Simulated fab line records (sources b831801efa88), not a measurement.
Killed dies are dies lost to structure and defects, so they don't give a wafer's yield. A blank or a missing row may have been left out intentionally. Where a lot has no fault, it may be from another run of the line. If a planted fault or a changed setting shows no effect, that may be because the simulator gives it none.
fab line records | flow sky130
record lots=24 wafers=72 last-day=50
route steps=708 shown SD_N@350 LI_CONTACT@377 CONTACT@421 METAL1@437 VIA1@474 METAL3@564
lots that met no fault: from a run of the same line without faults
start-h: the number of hours between the record's first day and the start of the first shown wafer of the lot | wait-h: time in hours since the lot's previous step | " the same as in the row above | L1.1+2: one row covering several wafers at once | - either no value or no given start | * or withheld: withheld | < > ~ a bound
route shown NAME@n: NAME is a module with steps in the file, n the number in the route of the first one | usual: average and standard deviation across the fault-free wafers | same: alike in all rows | chamber/n: place in a boat | sites: readings site by site | _std_site: the standard deviation of these | _edge_site: mean of outer sites minus mean of inner sites | radius-mm: how far each site lies from the wafer's centre | mask NAME#n: copy n | behind: tool/chamber where the wafer was last shaped | hold: what put the lot on hold/how long, in hours/how the hold closed | device: which transistor (n, p or np) failed to switch | end of line: tests of these same wafers at the route's end | for a step that has no rows: nothing shown but its recipe | killed: not the wafer's yield, but the dies lost to structure and defects at the first sort | map: per-die view of a wafer (x killed, . not killed, _ where there is no die)
set.NAME: the run value of the setting; set.NAME@STEP: its run value at that earlier step | model.NAME: the simulator's own value behind a step, which no gauge read
one table for each step of the route and one row for each wafer, over a sample of lots
services: when a tool's chamber went out of use (start-h, in hours from the record's first day, below 0 if earlier), for how many hours, and the reason
## steps
# step SKY_SD_N_OVL_MEAS_08
# usual SD_N_OVL=-0.1/1.6
# columns lot.wafer tool chamber start-h wait-h SD_N_OVL[nm]
L074.2 overlay-02 - 659.58 0.1 1.7
L074.3 " - " " 2.3
L074.5 " - " " 2.1
L075.1 overlay-02 - 662.44 0.1 -0.4
L075.2 " - " " 1.4
L075.3 " - " " 0.4
L076.2 overlay-01 - 666.69 0.1 -1.0
L076.3 " - " " -0.5
L076.4 " - " " -0.6
L077.1 overlay-01 - 669.69 0.1 1.0
L077.4 " - " " 1.8
L077.5 " - " " 0.4
L078.1 overlay-01 - 672.27 0.1 0.7
L078.2 " - " " 2.2
L078.4 " - " " -0.2
L080.2 overlay-02 - 696.39 0.1 1.6
L080.3 " - " " 2.1
L080.5 " - " " 1.1
L079.1 overlay-02 - 697.51 0.1 -1.7
L079.2 " - " " -3.2
L079.5 " - " " -2.0
L081.3 overlay-02 - 702.05 0.1 0.5
L081.4 " - " " -0.3
L081.5 " - " " 1.0
L082.3 overlay-01 - 709.85 0.1 0.8
L082.5 " - " " 1.2
L082.6 " - " " 1.7
L083.1 overlay-01 - 721.07 0.1 -1.4
L083.2 " - " " -2.1
L083.6 " - " " -1.6
L084.1 overlay-01 - 735.44 0.1 -1.5
L084.2 " - " " -0.7
L084.4 " - " " -1.5
L085.1 overlay-01 - 746.72 0.1 -0.9
L085.2 " - " " -0.1
L085.6 " - " " -0.9
L086.3 overlay-02 - 750.15 0.1 -0.4
L086.4 " - " " 0.3
L086.5 " - " " -0.2
L087.1 overlay-01 - 757.97 0.1 1.9
L087.3 " - " " 1.9
L087.5 " - " " 2.2
L088.1 overlay-01 - 761.14 0.1 -4.9
L088.3 " - " " -5.4
L088.6 " - " " -4.9
L089.1 overlay-01 - 766.64 0.1 -0.8
L089.2 " - " " -0.9
L089.6 " - " " -1.0
L090.4 overlay-01 - 776.26 0.1 0.2
L090.5 " - " " 2.1
L090.6 " - " " 1.3
L091.2 overlay-01 - 780.14 0.1 -0.2
L091.4 " - " " 0.1
L091.6 " - " " -0.4
L092.2 overlay-01 - 795.09 0.1 -0.2
L092.3 " - " " -0.9
L092.5 " - " " -0.2
L093.4 overlay-02 - 803.84 0.1 -0.1
L093.5 " - " " 0.2
L093.6 " - " " 0.4
L094.2 overlay-01 - 805.13 0.1 1.5
L094.4 " - " " -1.0
L094.6 " - " " 0.5
L095.1 overlay-01 - 811.94 0.1 -0.7
L095.3 " - " " 0.4
L095.6 " - " " -1.0
L096.1 overlay-02 - 814.86 0.1 0.6
L096.3 " - " " 2.2
L096.5 " - " " 1.1
L097.1 overlay-01 - 825.89 0.1 -2.2
L097.2 " - " " -2.5
L097.6 " - " " 0.2
# step SKY_LI_CONTACT_ETCH_15
# recipe target=PSG chemistry=C4F8/O2/Ar stop-on=Si taper-deg=4.15 mask-material=KrF-thick source-w=1500 bias-w=1200 pressure-mtorr=40 c4f8-flow-sccm=withheld O2_flow_sccm=6 Ar_flow_sccm=300 time-s=withheld target-depth-a=6000
# usual bias-w=1200/3.8 chamber-pressure-mTorr=40.00/0.038 oes-product-au=0.837/0.0047
# columns lot.wafer tool chamber start-h wait-h bias-w chamber-pressure-mTorr oes-product-au
L074.2 rie-diel-02 2 689.50 0.0 1202 39.96 0.837
L074.3 " 1 " " 1196 39.96 0.839
L074.5 " 1 " " 1196 40.08 0.841
L075.1 rie-diel-02 2 692.36 0.0 1197 40.03 0.842
L075.2 " 1 " " 1197 40.05 0.842
L075.3 " 0 " " 1191 39.93 0.831
L076.2 rie-diel-01 1 696.58 0.0 1202 39.97 0.839
L076.3 " 3 " " 1203 39.99 0.835
L076.4 " 2 " " 1200 40.02 0.831
L077.1 rie-diel-03 0 699.43 0.0 1192 40.00 0.840
L077.4 " 2 " " 1197 40.04 0.837
L077.5 " 2 " " 1201 40.01 0.835
L078.1 rie-diel-03 1 701.73 0.0 1201 40.01 0.837
L078.2 " 2 " " 1202 40.03 0.841
L078.4 " 0 " " 1196 39.99 0.833
L080.2 rie-diel-03 1 725.90 0.0 1201 39.99 0.840
L080.3 " 2 " " 1194 40.02 0.836
L080.5 " 3 " " 1204 39.98 0.842
L079.1 rie-diel-01 3 727.03 0.0 1205 40.01 0.837
L079.2 " 0 " " 1200 40.03 0.839
L079.5 " 3 " " 1203 39.98 0.830
L081.3 rie-diel-03 0 731.42 0.0 1202 40.04 0.831
L081.4 " 1 " " 1201 39.98 0.843
L081.5 " 1 " " 1199 40.02 0.832
L082.3 rie-diel-01 2 738.41 0.0 1195 40.00 0.833
L082.5 " 3 " " 1193 40.00 0.839
L082.6 " 0 " " 1207 40.01 0.843
L083.1 rie-diel-01 1 750.81 0.0 1195 39.99 0.835
L083.2 " 2 " " 1198 40.04 0.843
L083.6 " 0 " " 1195 40.00 0.837
L084.1 rie-diel-01 1 763.96 0.0 1200 40.03 0.848
L084.2 " 2 " " 1197 39.96 0.830
L084.4 " 1 " " 1206 39.93 0.837
L085.1 rie-diel-03 3 775.16 0.0 1198 39.95 0.831
L085.2 " 1 " " 1197 39.94 0.840
L085.6 " 1 " " 1201 40.03 0.848
L086.3 rie-diel-01 0 778.80 0.0 1199 40.06 0.842
L086.4 " 1 " " 1205 40.02 0.842
L086.5 " 3 " " 1202 40.03 0.837
L087.1 rie-diel-01 0 786.13 0.0 1203 39.96 0.837
L087.3 " 1 " " 1200 39.97 0.831
L087.5 " 1 " " 1192 40.02 0.836
L088.1 rie-diel-03 1 789.96 0.0 1202 39.98 0.838
L088.3 " 3 " " 1197 39.95 0.836
L088.6 " 1 " " 1205 40.01 0.835
L089.1 rie-diel-01 1 795.18 0.0 1197 39.99 0.834
L089.2 " 3 " " 1201 40.03 0.837
L089.6 " 3 " " 1198 40.01 0.832
L090.4 rie-diel-02 0 805.01 0.0 1197 40.07 0.837
L090.5 " 0 " " 1206 39.98 0.846
L090.6 " 1 " " 1200 40.06 0.837
L091.2 rie-diel-03 0 808.81 0.0 1199 40.04 0.835
L091.4 " 3 " " 1205 40.00 0.832
L091.6 " 0 " " 1199 40.03 0.833
L092.2 rie-diel-03 3 822.76 0.0 1200 39.97 0.843
L092.3 " 0 " " 1197 40.06 0.838
L092.5 " 0 " " 1195 39.96 0.836
L093.4 rie-diel-03 3 831.28 0.0 1200 39.99 0.821
L093.5 " 3 " " 1200 40.04 0.830
L093.6 " 2 " " 1196 39.95 0.835
L094.2 rie-diel-01 0 833.26 0.0 1198 40.01 0.833
L094.4 " 2 " " 1202 39.99 0.842
L094.6 " 2 " " 1204 39.95 0.831
L095.1 rie-diel-02 3 840.15 0.0 1198 39.97 0.833
L095.3 " 0 " " 1198 40.03 0.845
L095.6 " 1 " " 1201 39.98 0.837
L096.1 rie-diel-01 1 842.80 0.0 1203 39.93 0.837
L096.3 " 3 " " 1204 40.02 0.833
L096.5 " 1 " " 1196 40.00 0.832
L097.1 rie-diel-03 3 854.58 0.0 1207 39.98 0.844
L097.2 " 1 " " 1201 39.95 0.837
L097.6 " 3 " " 1206 39.98 0.839
# step SKY_CONTACT_OVL_MEAS_15
# usual CONTACT_OVL=-4/4.9
# columns lot.wafer tool chamber start-h wait-h CONTACT_OVL[nm]
L074.2 overlay-02 - 747.15 0.1 -4
L074.3 " - " " 0
L074.5 " - " " 2
L075.1 overlay-01 - 750.49 0.1 -8
L075.2 " - " " -17
L075.3 " - " " -3
L076.2 overlay-02 - 754.73 0.1 -6
L076.3 " - " " -5
L076.4 " - " " -5
L077.1 overlay-01 - 757.71 0.1 -8
L077.4 " - " " -11
L077.5 " - " " -5
L078.1 overlay-01 - 759.27 0.1 -1
L078.2 " - " " -6
L078.4 " - " " -9
L080.2 overlay-01 - 782.79 0.1 -5
L080.3 " - " " -1
L080.5 " - " " 0
L079.1 overlay-01 - 784.36 0.1 5
L079.2 " - " " -5
L079.5 " - " " -2
L081.3 overlay-01 - 788.79 0.1 -14
L081.4 " - " " -7
L081.5 " - " " -8
L082.3 overlay-01 - 795.94 0.1 -6
L082.5 " - " " -6
L082.6 " - " " -6
L083.1 overlay-01 - 807.49 0.1 -9
L083.2 " - " " -2
L083.6 " - " " -4
L084.1 overlay-01 - 819.69 0.1 2
L084.2 " - " " -6
L084.4 " - " " -3
L085.1 overlay-02 - 830.14 0.1 -16
L085.2 " - " " -14
L085.6 " - " " -10
L086.3 overlay-02 - 835.33 0.1 -2
L086.4 " - " " 1
L086.5 " - " " 2
L087.1 overlay-01 - 841.37 0.1 2
L087.3 " - " " 1
L087.5 " - " " -6
L088.1 overlay-02 - 844.25 0.1 -2
L088.3 " - " " -4
L088.6 " - " " -5
L089.1 overlay-01 - 849.59 0.1 -8
L089.2 " - " " -2
L089.6 " - " " -3
L090.4 overlay-01 - 860.99 0.1 -1
L090.5 " - " " 8
L090.6 " - " " -4
L091.2 overlay-01 - 863.76 0.1 -9
L091.4 " - " " -6
L091.6 " - " " -8
L092.2 overlay-02 - 878.08 0.1 -3
L092.3 " - " " 4
L092.5 " - " " 0
L093.4 overlay-01 - 887.44 0.1 -3
L093.5 " - " " -2
L093.6 " - " " -6
L094.2 overlay-01 - 888.14 0.1 -5
L094.4 " - " " -7
L094.6 " - " " -8
L095.1 overlay-01 - 895.20 0.1 -12
L095.3 " - " " -10
L095.6 " - " " -8
L096.1 overlay-02 - 897.49 0.1 -6
L096.3 " - " " -5
L096.5 " - " " -9
L097.1 overlay-02 - 908.34 0.1 1
L097.2 " - " " 0
L097.6 " - " " 5
# step SKY_METAL1_SPUTTER_03
# recipe material=Ti target-thk-nm=5 power-w=3000 time-s=3.3 chamber-pressure-pa=0.4
# usual throttle-valve-pct=30.1/1.3
# columns lot.wafer tool chamber start-h wait-h throttle-valve-pct
L074.2 pvd-sputter-01 - 748.63 0.0 31.8
L074.3 " - " " 30.5
L074.5 " - " " 30.8
L075.1 pvd-sputter-01 - 751.98 0.0 30.9
L075.2 " - " " 31.8
L075.3 " - " " 31.0
L076.2 pvd-sputter-02 - 756.21 0.0 30.0
L076.3 " - " " 29.6
L076.4 " - " " 26.6
L077.1 pvd-sputter-03 - 759.24 0.0 30.3
L077.4 " - " " 29.2
L077.5 " - " " 29.9
L078.1 pvd-sputter-01 - 760.77 0.0 31.0
L078.2 " - " " 31.5
L078.4 " - " " 30.8
L080.2 pvd-sputter-02 - 784.39 0.0 29.4
L080.3 " - " " 29.8
L080.5 " - " " 30.0
L079.1 pvd-sputter-02 - 786.28 0.0 29.8
L079.2 " - " " 26.5
L079.5 " - " " 29.9
L081.3 pvd-sputter-03 - 790.35 0.0 30.3
L081.4 " - " " 30.3
L081.5 " - " " 30.4
L082.3 pvd-sputter-02 - 797.44 0.0 29.7
L082.5 " - " " 30.0
L082.6 " - " " 29.8
L083.1 pvd-sputter-01 - 808.97 0.0 30.7
L083.2 " - " " 31.1
L083.6 " - " " 30.8
L084.1 pvd-sputter-01 - 821.21 0.0 31.0
L084.2 " - " " 31.0
L084.4 " - " " 30.5
L085.1 pvd-sputter-02 - 831.62 0.0 29.7
L085.2 " - " " 26.6
L085.6 " - " " 29.8
L086.3 pvd-sputter-02 - 836.87 0.0 27.1
L086.4 " - " " 29.6
L086.5 " - " " 29.7
L087.1 pvd-sputter-02 - 842.87 0.0 29.7
L087.3 " - " " 27.0
L087.5 " - " " 26.7
L088.1 pvd-sputter-01 - 845.75 0.0 31.0
L088.3 " - " " 30.9
L088.6 " - " " 31.0
L089.1 pvd-sputter-02 - 851.07 0.0 26.7
L089.2 " - " " 29.9
L089.6 " - " " 26.7
L090.4 pvd-sputter-03 - 862.46 0.0 29.6
L090.5 " - " " 30.6
L090.6 " - " " 29.9
L091.2 pvd-sputter-01 - 865.23 0.0 30.7
L091.4 " - " " 31.0
L091.6 " - " " 30.6
L092.2 pvd-sputter-01 - 879.56 0.0 31.1
L092.3 " - " " 32.0
L092.5 " - " " 30.7
L093.4 pvd-sputter-01 - 888.91 0.0 31.7
L093.5 " - " " 30.7
L093.6 " - " " 30.9
L094.2 pvd-sputter-02 - 889.62 0.0 27.0
L094.4 " - " " 29.8
L094.6 " - " " 29.6
L095.1 pvd-sputter-01 - 896.69 0.0 30.7
L095.3 " - " " 31.1
L095.6 " - " " 31.1
L096.1 pvd-sputter-02 - 899.01 0.0 29.9
L096.3 " - " " 29.8
L096.5 " - " " 29.7
L097.1 pvd-sputter-03 - 909.82 0.0 30.4
L097.2 " - " " 30.0
L097.6 " - " " 30.3
# step SKY_VIA1_STRIP_16
# recipe chemistry=O2/N2 power-w=1400 pressure-mtorr=1500 platen-temp-c=withheld o2-flow-sccm=3000 n2-flow-sccm=300 overash-fraction=0.5
# usual chamber-pressure-mTorr=1500.0/1.3 drypump-motor-current-A=5.5/0.46 n2-flow-sccm=300.0/0.87 oes-product-au=0.419/0.0048 strip-time-to-endpoint-s=4.542/0.027
# columns lot.wafer tool chamber start-h wait-h chamber-pressure-mTorr drypump-motor-current-A n2-flow-sccm oes-product-au rf-hours-counter-h strip-time-to-endpoint-s
L074.2 plasma-asher-03 0 804.30 0.0 1500.8 5.1 300.0 0.425 35 4.487
L074.3 " 0 " " 1498.8 5.1 300.2 0.422 - 4.551
L074.5 " 0 " " 1499.0 5.1 301.0 0.419 - 4.544
L075.1 plasma-asher-01 0 807.92 0.0 1501.3 6.2 299.5 0.419 6 4.592
L075.2 " 1 " " 1499.6 6.0 300.0 0.419 6 4.588
L075.3 " 0 " " 1500.4 6.2 300.3 0.421 - 4.609
L076.2 plasma-asher-04 0 810.85 0.0 1499.1 5.4 299.1 0.416 68 4.551
L076.3 " 1 " " 1499.6 5.0 299.4 0.416 - 4.553
L076.4 " 0 " " 1500.9 5.4 300.0 0.429 - 4.554
L077.1 plasma-asher-03 1 813.12 0.0 1498.7 5.3 300.3 0.423 36 4.558
L077.4 " 0 " " 1497.9 5.1 299.0 0.411 - 4.525
L077.5 " 0 " " 1502.9 5.1 299.4 0.420 - 4.569
L078.1 plasma-asher-03 1 815.65 0.0 1499.0 5.3 300.6 0.428 36 4.501
L078.2 " 0 " " 1499.5 5.1 299.0 0.417 36 4.498
L078.4 " 1 " " 1500.0 5.3 301.0 0.425 - 4.535
L080.2 plasma-asher-03 0 837.81 0.0 1502.1 5.1 299.2 0.421 39 4.550
L080.3 " 0 " " 1498.7 5.1 299.6 0.425 - 4.528
L080.5 " 1 " " 1498.7 5.3 299.5 0.420 - 4.519
L079.1 plasma-asher-03 1 839.52 0.0 1499.6 5.3 299.4 0.417 39 4.562
L079.2 " 0 " " 1501.5 5.1 300.0 0.419 39 4.568
L079.5 " 1 " " 1499.4 5.3 300.5 0.412 - 4.540
L081.3 plasma-asher-03 0 844.76 0.1 1500.6 5.1 299.9 0.431 - 4.531
L081.4 " 1 " " 1500.7 5.3 299.7 0.422 - 4.556
L081.5 " 1 " " 1501.0 5.3 302.3 0.420 - 4.562
L082.3 plasma-asher-04 0 851.59 0.1 1497.0 5.5 300.9 0.425 - 4.539
L082.5 " 1 " " 1500.6 4.9 299.8 0.419 - 4.528
L082.6 " 0 " " 1499.5 5.5 301.9 0.408 - 4.546
L083.1 plasma-asher-04 1 863.40 0.0 1501.2 4.9 298.8 0.416 74 4.576
L083.2 " 0 " " 1500.0 5.4 299.5 0.415 74 4.599
L083.6 " 1 " " 1496.8 4.9 299.7 0.423 - 4.575
L084.1 plasma-asher-01 0 874.61 0.0 1498.6 6.2 298.2 0.420 12 4.548
L084.2 " 1 " " 1500.3 6.0 300.0 0.417 12 4.566
L084.4 " 0 " " 1497.9 6.2 298.3 0.413 - 4.559
L085.1 plasma-asher-04 1 884.73 0.0 1502.0 4.9 299.6 0.422 76 4.533
L085.2 " 0 " " 1500.2 5.5 300.5 0.417 76 4.558
L085.6 " 1 " " 1500.3 4.9 299.8 0.421 - 4.571
L086.3 plasma-asher-04 0 890.26 0.1 1500.4 5.5 299.4 0.421 - 4.545
L086.4 " 1 " " 1500.6 4.9 299.2 0.419 - 4.533
L086.5 " 0 " " 1499.7 5.5 299.1 0.416 - 4.534
L087.1 plasma-asher-01 0 896.41 0.0 1499.1 6.2 301.5 0.426 14 4.568
L087.3 " 1 " " 1499.2 6.0 300.6 0.424 - 4.557
L087.5 " 0 " " 1501.9 6.2 301.0 0.419 - 4.567
L088.1 plasma-asher-04 0 899.51 0.0 1499.5 5.5 300.8 0.427 77 4.574
L088.3 " 0 " " 1499.4 5.5 300.2 0.423 - 4.554
L088.6 " 1 " " 1499.2 4.9 300.0 0.425 - 4.594
L089.1 plasma-asher-04 0 904.40 0.0 1502.3 5.4 300.3 0.413 78 4.485
L089.2 " 1 " " 1501.4 4.9 300.4 0.412 78 4.520
L089.6 " 0 " " 1498.2 5.4 298.8 0.414 - 4.491
L090.4 plasma-asher-01 0 915.08 0.1 1501.1 6.2 300.9 0.419 - 4.564
L090.5 " 0 " " 1500.2 6.2 301.9 0.412 - 4.529
L090.6 " 1 " " 1500.2 6.0 299.9 0.422 - 4.545
L091.2 plasma-asher-01 1 917.91 0.0 1499.4 6.0 299.2 0.424 16 4.534
L091.4 " 0 " " 1499.8 6.2 299.6 0.425 - 4.559
L091.6 " 0 " " 1500.2 6.2 299.7 0.427 - 4.547
L092.2 plasma-asher-04 0 931.35 0.0 1500.2 5.4 299.6 0.417 81 4.497
L092.3 " 1 " " 1500.0 4.9 300.2 0.410 - 4.496
L092.5 " 1 " " 1501.1 4.9 301.1 0.417 - 4.509
L093.4 plasma-asher-04 1 939.90 0.1 1502.2 4.9 299.7 0.407 - 4.500
L093.5 " 1 " " 1500.7 5.0 301.8 0.414 - 4.524
L093.6 " 0 " " 1502.0 5.5 299.2 0.414 - 4.519
L094.2 plasma-asher-01 1 940.81 0.0 1501.2 6.0 298.7 0.412 19 4.570
L094.4 " 1 " " 1500.8 6.0 299.0 0.420 - 4.541
L094.6 " 1 " " 1498.8 6.0 300.4 0.416 - 4.529
L095.1 plasma-asher-01 1 948.08 0.0 1498.4 6.0 300.8 0.421 19 4.512
L095.3 " 1 " " 1499.5 6.0 301.3 0.408 - 4.548
L095.6 " 0 " " 1501.0 6.2 298.3 0.420 - 4.571
L096.1 plasma-asher-04 1 950.06 0.0 1498.9 4.9 298.4 0.416 83 4.498
L096.3 " 1 " " 1497.9 4.9 298.9 0.420 - 4.522
L096.5 " 1 " " 1498.4 4.9 300.0 0.424 - 4.549
L097.1 plasma-asher-04 0 961.18 0.0 1500.6 5.5 299.6 0.414 84 4.564
L097.2 " 1 " " 1499.2 5.0 299.8 0.424 84 4.564
L097.6 " 1 " " 1499.3 4.9 300.6 0.421 - 4.568
# step SKY_METAL3_OVL_MEAS_14
# usual METAL3_OVL=1/5.7
# columns lot.wafer tool chamber start-h wait-h METAL3_OVL[nm]
L074.2 overlay-01 - 913.31 0.1 -6
L074.3 " - " " -6
L074.5 " - " " 1
L075.1 overlay-01 - 916.82 0.1 2
L075.2 " - " " -3
L075.3 " - " " -3
L076.2 overlay-01 - 919.09 0.1 -8
L076.3 " - " " -10
L076.4 " - " " -6
L077.1 overlay-02 - 921.94 0.1 2
L077.4 " - " " 6
L077.5 " - " " 10
L078.1 overlay-02 - 923.34 0.1 -7
L078.2 " - " " -13
L078.4 " - " " -8
L080.2 overlay-01 - 943.66 0.1 0
L080.3 " - " " -6
L080.5 " - " " -8
L079.1 overlay-01 - 946.19 0.1 -1
L079.2 " - " " -1
L079.5 " - " " -2
L081.3 overlay-01 - 950.65 0.1 -5
L081.4 " - " " 5
L081.5 " - " " -4
L082.3 overlay-01 - 958.71 0.1 -2
L082.5 " - " " 0
L082.6 " - " " -3
L083.1 overlay-02 - 968.09 0.1 6
L083.2 " - " " -1
L083.6 " - " " -4
L084.1 overlay-02 - 977.25 0.1 11
L084.2 " - " " 10
L084.4 " - " " 12
L085.1 overlay-02 - 988.99 0.1 9
L085.2 " - " " 5
L085.6 " - " " 9
L086.3 overlay-01 - 993.40 0.1 -1
L086.4 " - " " 4
L086.5 " - " " 4
L087.1 overlay-01 - 998.62 0.1 7
L087.3 " - " " 4
L087.5 " - " " 5
L088.1 overlay-02 - 1000.67 0.1 7
L088.3 " - " " 7
L088.6 " - " " 13
L089.1 overlay-01 - 1004.97 0.1 -4
L089.2 " - " " -4
L089.6 " - " " 3
L090.4 overlay-02 - 1014.96 0.1 5
L090.5 " - " " 5
L090.6 " - " " 0
L091.2 overlay-01 - 1019.23 0.1 -12
L091.4 " - " " -11
L091.6 " - " " -5
L092.2 overlay-01 - 1030.18 0.1 4
L092.3 " - " " 1
L092.5 " - " " -4
L093.4 overlay-01 - 1038.47 0.1 2
L093.5 " - " " 1
L093.6 " - " " -6
L094.2 overlay-02 - 1040.19 0.1 -7
L094.4 " - " " -4
L094.6 " - " " -5
L095.1 overlay-01 - 1046.57 0.1 -2
L095.3 " - " " -6
L095.6 " - " " 4
L096.1 overlay-01 - 1048.14 0.1 2
L096.3 " - " " 4
L096.5 " - " " 7
L097.1 overlay-02 - 1058.80 0.1 8
L097.2 " - " " -2
L097.6 " - " " 4
## services
# columns tool chamber start-h hours kind
plasma-asher-03 - 665.71 0.6 repair
plasma-asher-03 - 666.26 2.8 pm
plasma-asher-03 - 670.87 1.4 repair
rie-diel-03 3 671.44 4.5 repair
rie-diel-01 3 707.12 5.3 repair
pvd-sputter-02 - 717.61 0.6 repair
rie-diel-01 1 725.79 14.4 repair
plasma-asher-01 - 733.75 9.0 pm
rie-diel-03 2 743.67 3.1 repair
plasma-asher-01 - 753.33 0.5 repair
rie-diel-01 0 757.15 8.7 repair
plasma-asher-04 - 761.79 11.5 repair
rie-diel-03 2 774.95 2.6 repair
rie-diel-03 - 791.97 2.2 repair
rie-diel-03 1 797.17 9.8 repair
pvd-sputter-02 - 812.56 2.7 repair
pvd-sputter-01 - 835.41 3.3 repair
plasma-asher-01 - 837.66 5.8 repair
rie-diel-03 0 859.60 1.9 repair
plasma-asher-01 - 867.15 0.5 repair
plasma-asher-03 - 908.74 1.4 repair
pvd-sputter-01 - 908.89 2.0 repair
rie-diel-03 - 935.37 1.6 repair
rie-diel-03 3 941.43 15.1 repair
## key
fault none
